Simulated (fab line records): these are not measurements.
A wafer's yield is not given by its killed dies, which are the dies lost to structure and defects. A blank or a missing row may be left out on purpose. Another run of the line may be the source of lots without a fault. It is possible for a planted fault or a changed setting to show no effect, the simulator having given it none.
Which tool was responsible? || flow sfq_line || 44 wafers sampled from 15 lots at 1 step of a route of 325

WHAT THE GAUGES SHOWED, per wafer
No reading from a measuring or inspecting step in the record can be judged against a usual standard deviation.

WHAT TOOL EACH LOT RAN ON (gives the tool, then ch and the chambers of the sampled wafers, and finally the start)
{"lot": "L238", "SFQ_TRILAYER_M6_BARC_OPEN_METAL_ETCH_206": "rie_metal-01 ch 0,1, day 57 18:44"}
{"lot": "L239", "SFQ_TRILAYER_M6_BARC_OPEN_METAL_ETCH_206": "rie_metal-01 ch 0,1, day 57 21:10"}
{"lot": "L241", "SFQ_TRILAYER_M6_BARC_OPEN_METAL_ETCH_206": "rie_metal-04 ch 0,1, day 58 00:44"}
{"lot": "L243", "SFQ_TRILAYER_M6_BARC_OPEN_METAL_ETCH_206": "rie_metal-04 ch 0,1, day 58 05:34"}
{"lot": "L244", "SFQ_TRILAYER_M6_BARC_OPEN_METAL_ETCH_206": "rie_metal-01 ch 0,1, day 58 10:22"}
{"lot": "L245", "SFQ_TRILAYER_M6_BARC_OPEN_METAL_ETCH_206": "rie_metal-04 ch 0, day 58 13:56"}
{"lot": "L246", "SFQ_TRILAYER_M6_BARC_OPEN_METAL_ETCH_206": "rie_metal-04 ch 0,1, day 58 18:44"}
{"lot": "L248", "SFQ_TRILAYER_M6_BARC_OPEN_METAL_ETCH_206": "rie_metal-04 ch 0,1, day 59 04:39"}
{"lot": "L254", "SFQ_TRILAYER_M6_BARC_OPEN_METAL_ETCH_206": "rie_metal-04 ch 0,1, day 72 22:14"}
{"lot": "L255", "SFQ_TRILAYER_M6_BARC_OPEN_METAL_ETCH_206": "rie_metal-01 ch 0,1, day 72 23:26"}
{"lot": "L256", "SFQ_TRILAYER_M6_BARC_OPEN_METAL_ETCH_206": "rie_metal-02 ch 1, day 73 00:38"}
{"lot": "L257", "SFQ_TRILAYER_M6_BARC_OPEN_METAL_ETCH_206": "rie_metal-04 ch 1, day 73 01:50"}
{"lot": "L258", "SFQ_TRILAYER_M6_BARC_OPEN_METAL_ETCH_206": "rie_metal-01 ch 0,1, day 73 04:14"}
{"lot": "L259", "SFQ_TRILAYER_M6_BARC_OPEN_METAL_ETCH_206": "rie_metal-02 ch 0,1, day 73 05:26"}
{"lot": "L261", "SFQ_TRILAYER_M6_BARC_OPEN_METAL_ETCH_206": "rie_metal-04 ch 0,1, day 73 07:50"}
- SFQ_TRILAYER_M6_BARC_OPEN_METAL_ETCH_206: etches BARC in O2, target depth 125 nm, time 41.7 s.

AS READ BY THE TOOLS THEMSELVES (means over the sampled wafers that have a number; for cases with no such wafer, the mark the record gives instead)
SFQ_TRILAYER_M6_BARC_OPEN_METAL_ETCH_206. Usual: drypump_motor_current_A 5.9 A, standard deviation 0.41; oes_product_au 0.685 a.u., standard deviation 0.0046; rf_fwd_power_W 592.9 W, standard deviation 2.8; run_length_s 70.3 s, standard deviation 0.73.
{"lot": "L238", "tool": "rie_metal-01", "drypump_motor_current_A (A)": 5.8, "oes_product_au (a.u.)": 0.685, "rf_fwd_power_W (W)": 593.4, "run_length_s (s)": 69.6, "flag": ""}
{"lot": "L239", "tool": "rie_metal-01", "drypump_motor_current_A (A)": 5.7, "oes_product_au (a.u.)": 0.686, "rf_fwd_power_W (W)": 593.7, "run_length_s (s)": 69.9, "flag": ""}
{"lot": "L241", "tool": "rie_metal-04", "drypump_motor_current_A (A)": 5.9, "oes_product_au (a.u.)": 0.683, "rf_fwd_power_W (W)": 593.7, "run_length_s (s)": 70.1, "flag": ""}
{"lot": "L243", "tool": "rie_metal-04", "drypump_motor_current_A (A)": 6.1, "oes_product_au (a.u.)": 0.685, "rf_fwd_power_W (W)": 589.4, "run_length_s (s)": 70.1, "flag": ""}
{"lot": "L244", "tool": "rie_metal-01", "drypump_motor_current_A (A)": 5.8, "oes_product_au (a.u.)": 0.683, "rf_fwd_power_W (W)": 596.0, "run_length_s (s)": 70.0, "flag": ""}
{"lot": "L245", "tool": "rie_metal-04", "drypump_motor_current_A (A)": 6.3, "oes_product_au (a.u.)": 0.725, "rf_fwd_power_W (W)": 589.3, "run_length_s (s)": 67.0, "flag": "OFF"}
{"lot": "L246", "tool": "rie_metal-04", "drypump_motor_current_A (A)": 5.9, "oes_product_au (a.u.)": 0.702, "rf_fwd_power_W (W)": 591.6, "run_length_s (s)": 68.6, "flag": "OFF"}
{"lot": "L248", "tool": "rie_metal-04", "drypump_motor_current_A (A)": 6.0, "oes_product_au (a.u.)": 0.723, "rf_fwd_power_W (W)": 587.5, "run_length_s (s)": 67.7, "flag": "OFF"}
{"lot": "L254", "tool": "rie_metal-04", "drypump_motor_current_A (A)": 6.1, "oes_product_au (a.u.)": 0.683, "rf_fwd_power_W (W)": 593.4, "run_length_s (s)": 73.5, "flag": "OFF"}
{"lot": "L255", "tool": "rie_metal-01", "drypump_motor_current_A (A)": 5.7, "oes_product_au (a.u.)": 0.688, "rf_fwd_power_W (W)": 593.8, "run_length_s (s)": 70.1, "flag": ""}
{"lot": "L256", "tool": "rie_metal-02", "drypump_motor_current_A (A)": 5.2, "oes_product_au (a.u.)": 0.685, "rf_fwd_power_W (W)": 596.7, "run_length_s (s)": 69.7, "flag": ""}
{"lot": "L257", "tool": "rie_metal-04", "drypump_motor_current_A (A)": 5.7, "oes_product_au (a.u.)": 0.685, "rf_fwd_power_W (W)": 592.8, "run_length_s (s)": 70.3, "flag": ""}
{"lot": "L258", "tool": "rie_metal-01", "drypump_motor_current_A (A)": 5.8, "oes_product_au (a.u.)": 0.684, "rf_fwd_power_W (W)": 594.6, "run_length_s (s)": 69.8, "flag": ""}
{"lot": "L259", "tool": "rie_metal-02", "drypump_motor_current_A (A)": 6.1, "oes_product_au (a.u.)": 0.685, "rf_fwd_power_W (W)": 593.5, "run_length_s (s)": 70.2, "flag": ""}
{"lot": "L261", "tool": "rie_metal-04", "drypump_motor_current_A (A)": 5.9, "oes_product_au (a.u.)": 0.684, "rf_fwd_power_W (W)": 593.9, "run_length_s (s)": 70.2, "flag": ""}

THE ANSWER, worked out from the rows above alone
Rule: a lot counts as off when the mean over its wafers that have a number is more than 3 standard deviations away from the usual mean. Also off: a lot with no number at a reading for which 4 or more lots have one. Where the step has rows for the other lots, those lots are counted as sound. First the gauges in route order, then the tools' own readings, where a lot's mean is used as printed above. The first step at which some lot is off is used, and at that step the reading that is off furthest; a lot without a number counts as furthest.
Off: L245, L246, L248, at SFQ_TRILAYER_M6_BARC_OPEN_METAL_ETCH_206 (oes_product_au).
A tool fits if, at that step or a process step before it, it ran every lot that is off, and no sound lot after the first of them. None of those tried fits.

WHAT THE SIMULATOR PUT IN
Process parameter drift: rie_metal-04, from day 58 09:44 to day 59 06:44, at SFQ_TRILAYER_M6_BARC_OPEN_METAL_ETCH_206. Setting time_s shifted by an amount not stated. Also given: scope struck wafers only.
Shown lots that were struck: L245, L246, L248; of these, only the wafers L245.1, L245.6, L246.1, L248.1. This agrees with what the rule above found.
